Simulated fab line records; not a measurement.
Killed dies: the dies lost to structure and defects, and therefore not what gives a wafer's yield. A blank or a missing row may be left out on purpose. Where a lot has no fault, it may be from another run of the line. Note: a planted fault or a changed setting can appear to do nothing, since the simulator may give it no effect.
Struck lot and sound lot, side by side    flow sky130    19 out of 708 route steps
Sound: these wafers, L740.2, L740.3, L740.6. Wafers L741.3, L741.4, L741.6 were the ones struck. The cause is named last.
Order at every step that has rows: each side's tool, ch and its chambers, its first start. Under that, the readings that differ: sound wafers    struck wafers    difference of the means    sigmas: that difference in standard deviations of wafers without a fault.
alike: readings whose means differ by less than 2 such deviations, and words and numbers that are the same on both sides. not compared: withheld readings, readings that some wafer has no value for, bounds like >300 that may hide the same value, and numbers for which the record gives no deviation and whose values overlap.
Wherever a step has rows on one side only, a row that says differs or no value, or a row with sigmas, the two part there. Non-overlapping numbers with no deviation appear without sigmas and do not part them. A reading missing from all wafers of one side parts the sides only when that side holds two or more wafers.

first, 4 steps without rows for these wafers: SKY_VT_ADJUST_PCH_SOFTBAKE_03; SKY_VT_ADJUST_PCH_EXPOSE_04 (exposes mask NWM, target cd 840 nm); SKY_VT_ADJUST_PCH_PEB_05; SKY_VT_ADJUST_PCH_DEVELOP_06 (develop time 60 s).
SKY_VT_ADJUST_PCH_OVL_MEAS_07:
  struck on overlay-02, day 13 20:32; sound on overlay-01, day 13 21:26
  alike: VT_ADJUST_PCH_OVL
then, 1 step without rows for these wafers: SKY_VT_ADJUST_PCH_IMPLANT_08.
SKY_VT_ADJUST_PCH_STRIP_09: strips in O2/N2.
  sound on plasma_asher-04 ch 0,1, day 13 21:37; struck on plasma_asher-02 ch 0,1, day 13 20:44
  alike: drypump_motor_current_A, oes_product_au, strip_time_to_endpoint_s
  not compared: rf_hours_counter_h
SKY_VT_ADJUST_PCH_TW_MEAS_10:
  struck on film_metro-04, day 13 20:50; sound on film_metro-01, day 13 21:44
reading           sound              struck             difference  sigmas
VT_ADJUST_PCH_TW  139.9 141.3 140.8  143.4 144.0 143.5  +3.0        +2
then, 4 steps without rows for these wafers: SKY_SONOS_TUNNEL_DEHYDRATE_00 (time 60 s); SKY_SONOS_TUNNEL_HMDS_01 (prime time 60 s); SKY_SONOS_TUNNEL_COAT_02 (resist thk 1140 nm); SKY_SONOS_TUNNEL_SOFTBAKE_03 (time 60 s).
SKY_SONOS_TUNNEL_EXPOSE_04: exposes mask TUNM, target cd 410 nm.
  sound on iline_stepper-01 ch 0, day 14 12:07; struck on iline_stepper-02 ch 0, day 14 10:23
reading                               sound                 struck                difference  sigmas
model.SONOS_TUNNEL.overlay_x_nm (nm)  0.4501 0.4501 0.4501  -80.68 -80.68 -80.68  -81.13      
  alike: mask, exposure_dose_mJ_cm2, focus_offset_nm, stage_vel_mm_s
then, 2 steps without rows for these wafers: SKY_SONOS_TUNNEL_PEB_05; SKY_SONOS_TUNNEL_DEVELOP_06 (develop time 60 s).
SKY_SONOS_TUNNEL_CD_MEAS_07: target cd 410 nm.
  struck on cd_sem-01, day 14 23:33; sound on cd_sem-02, day 15 00:35
reading     sound              struck             difference  sigmas
cd_nm (nm)  412.1 413.4 414.1  406.9 406.6 407.6  -6.2        -3
SKY_SONOS_TUNNEL_OVL_MEAS_08:
  struck on overlay-02, day 14 23:38; sound on overlay-02, day 15 00:42
reading                sound        struck             difference  sigmas
SONOS_TUNNEL_OVL (nm)  1.0 1.3 0.7  -81.4 -80.0 -80.4  -81.6       -48
then, 1 step without rows for these wafers: SKY_SONOS_TUNNEL_IMPLANT_09.
-- record jumps: 34 days separate the struck wafers' starts on either side; left off in module SONOS_TUNNEL, taken up again in module PAD_OPEN, whose first shown step is the route's number 708 --
SKY_PAD_OPEN_PROBE_99:
  struck on prober-01, day 49 03:05; sound on prober-02, day 49 03:13
reading                                      sound                    struck                   difference  sigmas
killed_at_other                              0 0 0                    2 0 1                    +1          +2
model.etest.sonos_programmed.off_log10_a_um  -13.83 -13.84 -13.94     -13.72 -13.71 -13.81     +0.12       
model.etest.sonos_uncharged.vt_v (V)         -0.4405 -0.4009 -0.4207  -0.5046 -0.5271 -0.5337  -0.1011     
  alike: killed_at_M0_to_M3, killed_at_M4_up, killed_at_contacts, killed_at_front_end, killed_dies, killed_open, killed_short
  not compared: model.etest.sonos_uncharged.r_on_ohm_um

== WHERE THEY PART ==
Last at SKY_PAD_OPEN_PROBE_99 as far as this record goes, first at SKY_VT_ADJUST_PCH_TW_MEAS_10.

WHY: what the simulator had put in
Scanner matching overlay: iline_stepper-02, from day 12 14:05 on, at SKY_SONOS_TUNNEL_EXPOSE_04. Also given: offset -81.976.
